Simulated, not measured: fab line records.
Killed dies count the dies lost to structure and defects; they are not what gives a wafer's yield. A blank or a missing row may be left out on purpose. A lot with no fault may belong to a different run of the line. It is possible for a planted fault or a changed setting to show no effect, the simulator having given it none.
Comparing a struck lot with a sound one || flow sky130 || 42 out of 708 route steps
Sound: these wafers, L424.3, L424.4, L424.6. Wafers struck: L427.2, L427.4, L427.5. The cause is given at the end.
Each step with rows lists, per side, the tool, then ch with its chambers, then its first start. Under that, the readings that differ: sound wafers || struck wafers || difference of the means || sigmas: that difference in standard deviations of wafers without a fault.
alike: readings with means less than 2 such deviations apart, plus words and numbers identical on both sides. not compared: withheld readings, readings lacking a value on some wafer, bounds such as >300 that could conceal the same value, and numbers that have no deviation in the record and whose values overlap.
A row with sigmas, a row that says differs or no value, or rows on one side alone: a step with any of these is where the two part. Numbers that don't overlap but have no deviation are shown without sigmas and don't part them. A reading missing from all wafers of one side parts the sides only when that side holds two or more wafers.

first, 1 step without rows for these wafers: SKY_DNWELL_IMPLANT_07.
SKY_DNWELL_STRIP_08: strips in O2/N2.
  sound on plasma asher-04 ch 0,1, day 3 18:23; struck on plasma asher-04 ch 1, day 4 05:44
  alike: chamber pressure mTorr, drypump motor current A, oes product au, strip time to endpoint s
  not compared: rf hours counter h
SKY_DNWELL_TW_MEAS_09:
  sound on film metro-03, day 3 18:28; struck on film metro-04, day 4 05:51
  alike: DNWELL_TW
then, 7 steps without rows for these wafers: SKY_PWDE_DEHYDRATE_00 (time 60 s); SKY_PWDE_HMDS_01 (prime time 60 s); SKY_PWDE_COAT_02 (resist thk 3000 nm); SKY_PWDE_SOFTBAKE_03; SKY_PWDE_EXPOSE_04 (exposes mask PWDEM, target cd 840 nm); SKY_PWDE_PEB_05; SKY_PWDE_DEVELOP_06 (develop time 60 s).
SKY_PWDE_OVL_MEAS_07:
  sound on overlay-01, day 4 11:18; struck on overlay-02, day 4 23:21
  alike: PWDE_OVL
after that, 1 step had no rows for these wafers: SKY_PWDE_IMPLANT_08.
SKY_PWDE_STRIP_09: strips in O2/N2.
  sound on plasma asher-01 ch 0,1, day 4 11:30; struck on plasma asher-01 ch 0,1, day 4 23:32
  alike: chamber pressure mTorr, drypump motor current A, oes product au, strip time to endpoint s
  not compared: rf hours counter h
SKY_PWDE_TW_MEAS_10:
  sound on film metro-03, day 4 11:35; struck on film metro-02, day 4 23:38
{"reading": "PWDE_TW", "sound": "381.8 382.6 381.0", "struck": "372.3 373.8 373.4", "difference": -8.6, "sigmas": -3}
then, 7 steps without rows for these wafers: SKY_NWELL_DEHYDRATE_03 (time 60 s); SKY_NWELL_HMDS_04 (prime time 60 s); SKY_NWELL_COAT_05 (resist thk 3000 nm); SKY_NWELL_SOFTBAKE_06; SKY_NWELL_EXPOSE_07 (exposes mask NWM, target cd 840 nm); SKY_NWELL_PEB_08; SKY_NWELL_DEVELOP_09 (develop time 60 s).
SKY_NWELL_OVL_MEAS_10:
  sound on overlay-01, day 5 04:16; struck on overlay-01, day 5 17:39
  alike: NWELL_00_OVL
then, 3 steps without rows for these wafers: SKY_NWELL_IMPLANT_11; SKY_NWELL_IMPLANT_12; SKY_NWELL_IMPLANT_13.
SKY_NWELL_STRIP_14: strips in O2/N2.
  sound on plasma asher-04 ch 0,1, day 5 04:46; struck on plasma asher-04 ch 0,1, day 5 18:08
  alike: chamber pressure mTorr, drypump motor current A, oes product au, strip time to endpoint s
  not compared: rf hours counter h
SKY_NWELL_TW_MEAS_15:
  sound on film metro-02, day 5 04:51; struck on film metro-03, day 5 18:14
  alike: NWELL_TW
then, 7 steps without rows for these wafers: SKY_NWELL_DEHYDRATE_16 (time 60 s); SKY_NWELL_HMDS_17 (prime time 60 s); SKY_NWELL_COAT_18 (resist thk 3000 nm); SKY_NWELL_SOFTBAKE_19; SKY_NWELL_EXPOSE_20 (exposes mask NWM COMPLEMENT, target cd 840 nm); SKY_NWELL_PEB_21; SKY_NWELL_DEVELOP_22 (develop time 60 s).
SKY_NWELL_OVL_MEAS_23:
  sound on overlay-01, day 5 23:26; struck on overlay-01, day 6 12:45
  alike: NWELL_01_OVL
after that, 1 step had no rows for these wafers: SKY_NWELL_IMPLANT_24.
SKY_NWELL_STRIP_25: strips in O2/N2.
  sound on plasma asher-01 ch 0,1, day 5 23:39; struck on plasma asher-04 ch 0,1, day 6 12:56
  alike: chamber pressure mTorr, drypump motor current A, oes product au, strip time to endpoint s
  not compared: rf hours counter h
SKY_NWELL_TW_MEAS_26:
  sound on film metro-03, day 5 23:44; struck on film metro-03, day 6 13:02
  alike: NWELL_2_TW
then, 1 step without rows for these wafers: SKY_NWELL_CLEAN_27 (cleans in SC1/SC2, time 150 s).
SKY_NWELL_RTA_28: time 30 s.
  sound on rtp anneal-02 ch 0, day 5 23:55; struck on rtp anneal-02 ch 0, day 6 13:10
  alike: lamp power pct, wafer_temp_C_max
SKY_NWELL_RS_MEAS_29: measures by four-point-probe.
  sound on film metro-04, day 6 00:01; struck on film metro-04, day 6 13:16
  alike: NWELL_RS
-- the record jumps here: 41 days lie between the struck wafers' starts before and after (it left off in module NWELL and takes up again in module PAD_OPEN, whose first step shown is number 708 of the route) --
SKY_PAD_OPEN_PROBE_99:
  sound on prober-02, day 46 11:46; struck on prober-01, day 47 02:50
{"reading": "killed at front end", "sound": "16 18 15", "struck": "74 76 59", "difference": "+53", "sigmas": "+13"}
{"reading": "killed dies", "sound": "86 92 83", "struck": "132 140 136", "difference": "+49", "sigmas": "+5"}
  alike: killed_at_M0_to_M3, killed_at_M4_up, killed at contacts, killed at other, killed open, killed short

## WHERE THEY PART
Last at SKY_PAD_OPEN_PROBE_99 as far as this record goes, first at SKY_PWDE_TW_MEAS_10.

WHY: whatever the simulator had introduced
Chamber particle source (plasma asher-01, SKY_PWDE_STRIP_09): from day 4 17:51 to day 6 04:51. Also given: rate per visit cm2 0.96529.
